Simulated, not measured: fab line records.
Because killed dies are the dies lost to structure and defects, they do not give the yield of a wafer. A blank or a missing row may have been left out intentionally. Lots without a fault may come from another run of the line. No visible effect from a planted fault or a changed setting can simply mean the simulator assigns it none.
Which tool was responsible? | flow sky130 | 6 lots with 18 wafers sampled at 2 steps, on a route of 708 steps

== WHAT EACH GAUGE READ, for each wafer ==
SKY_VT_ADJUST_HVTR_CD_MEAS_07 targets a cd of 380 nm.
lot  | measured     | on        | cd_nm (nm)
L644 | day 9 18:25  | cd_sem-02 | 381.0 380.8 381.5
L647 | day 10 17:07 | cd_sem-02 | 376.2 376.7 375.9
L650 | day 11 13:58 | cd_sem-02 | 378.5 377.8 376.3
L652 | day 12 01:43 | cd_sem-01 | 378.2 379.6 379.6
L662 | day 15 04:25 | cd_sem-02 | 378.9 379.3 381.0
L665 | day 16 04:07 | cd_sem-01 | 381.7 375.6 379.7

== WHICH TOOL RAN EACH LOT (tool, then ch and the chambers of the sampled wafers, then the start) ==
lot  | SKY_VT_ADJUST_LVTN_STRIP_09
L644 | plasma_asher-03 ch 0,1, day 7 03:46
L647 | plasma_asher-02 ch 0,1, day 8 01:52
L650 | plasma_asher-01 ch 0,1, day 8 20:07
L652 | plasma_asher-02 ch 0,1, day 9 06:54
L662 | plasma_asher-01 ch 0,1, day 11 22:22
L665 | plasma_asher-02 ch 0,1, day 12 19:51
- SKY_VT_ADJUST_LVTN_STRIP_09: strips in O2/N2.

== THE ANSWER, worked out from the rows above alone ==
Rule: the usual values come from the lots themselves. Put in order of their means at a reading, lots are off if they are a third of the lots or fewer, leave a main group of 4 or more, and stand apart from it by a gap of 3 or more times the standard deviation of the main group's means; of several such gaps the widest counts. A main group is skipped when, at the precision printed for the reading in the tables above, its means are all equal. A lot without any number at a reading at which 4 lots or more have one is off too. The other lots that the step has rows for count as sound.
Across all readings shown, no lot is off: no conclusion can be drawn from this.

== WHAT THE SIMULATOR HAD INSERTED ==
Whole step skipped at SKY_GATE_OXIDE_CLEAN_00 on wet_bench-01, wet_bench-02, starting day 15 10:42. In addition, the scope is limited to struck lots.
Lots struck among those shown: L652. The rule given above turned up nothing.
